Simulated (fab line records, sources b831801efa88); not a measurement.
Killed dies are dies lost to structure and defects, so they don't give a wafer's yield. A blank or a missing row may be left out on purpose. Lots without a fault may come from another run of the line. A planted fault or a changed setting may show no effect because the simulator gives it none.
Chamber matching | flow sky130 | SKY_POLY_GATE_ETCH_16 on rie_diel-04: 4 sister chambers
The step etches Si3N4 in CH3F/O2, stops on poly-Si, time 147.5 s, target depth 75 nm. 20 wafers are shown with their chamber, then 10 later ones without.

WAFERS WITH THEIR CHAMBER
wafer  | chamber | drypump_motor_current_A (A) | oes_product_au (a.u.) | throttle_valve_pct (%)
L074.2 | 2       | 5.1                         | 0.639                 | 10.533
L074.3 | 3       | 5.4                         | 0.641                 | 10.540
L074.4 | 0       | 5.0                         | 0.638                 | 10.526
L076.2 | 0       | 5.0                         | 0.640                 | 10.532
L076.4 | 3       | 5.4                         | 0.638                 | 10.527
L076.6 | 3       | 5.4                         | 0.642                 | 10.544
L088.1 | 0       | 5.0                         | 0.637                 | 10.544
L088.3 | 3       | 5.4                         | 0.643                 | 10.533
L088.4 | 1       | 6.3                         | 0.639                 | 10.522
L089.1 | 2       | 5.1                         | 0.641                 | 10.527
L089.4 | 3       | 5.4                         | 0.646                 | 10.532
L089.6 | 2       | 5.1                         | 0.641                 | 10.536
L090.2 | 3       | 5.4                         | 0.638                 | 10.533
L090.3 | 1       | 6.3                         | 0.648                 | 10.539
L090.6 | 3       | 5.4                         | 0.634                 | 10.539
L092.2 | 0       | 5.0                         | 0.644                 | 10.540
L092.4 | 1       | 6.2                         | 0.642                 | 10.541
L092.5 | 2       | 5.1                         | 0.637                 | 10.539
L093.2 | 3       | 5.4                         | 0.647                 | 10.529
L093.4 | 0       | 5.0                         | 0.641                 | 10.537

SIGNATURES (means of the wafers above)
reading                 | chamber 0 | chamber 1 | chamber 2 | chamber 3 | scatter within a chamber
drypump_motor_current_A | 5.000     | 6.267     | 5.100     | 5.400     | 0.0204
oes_product_au          | 0.64000   | 0.64300   | 0.63950   | 0.64113   | 0.00367
throttle_valve_pct      | 10.53580  | 10.53400  | 10.53375  | 10.53463  | 0.00676
Rule: a wafer's distance from a chamber is the root of the sum, over the readings, of the square of ((its reading less the chamber's mean) divided by the reading's scatter). The wafer belongs to the nearest chamber; if the next one is less than 2 further off, it can't be placed. The scatter: the root of (the sum of the squares of (reading less its chamber's mean) over the shown wafers, divided by (wafers less chambers)).

WAFERS WITHOUT THEIR CHAMBER
wafer  | drypump_motor_current_A (A) | oes_product_au (a.u.) | throttle_valve_pct (%)
L093.6 | 5.0                         | 0.640                 | 10.535
L094.2 | 5.0                         | 0.645                 | 10.518
L094.3 | 5.1                         | 0.642                 | 10.523
L094.6 | 5.0                         | 0.638                 | 10.541
L095.1 | 5.0                         | 0.644                 | 10.541
L095.4 | 5.1                         | 0.651                 | 10.537
L095.5 | 6.3                         | 0.638                 | 10.535
L097.2 | 5.0                         | 0.647                 | 10.548
L097.3 | 5.1                         | 0.641                 | 10.538
L097.6 | 5.1                         | 0.638                 | 10.540

WHICH CHAMBER EACH WENT THROUGH
wafer  | from the rows above | in truth
L093.6 | 0                   | 0
L094.2 | 0                   | 0
L094.3 | 2                   | 2
L094.6 | 0                   | 0
L095.1 | 0                   | 0
L095.4 | 2                   | 2
L095.5 | 1                   | 1
L097.2 | 0                   | 0
L097.3 | 2                   | 2
L097.6 | 2                   | 2
Placed correctly: 10 of 10. Can't be placed from these rows: 0. Placed wrongly: 0.
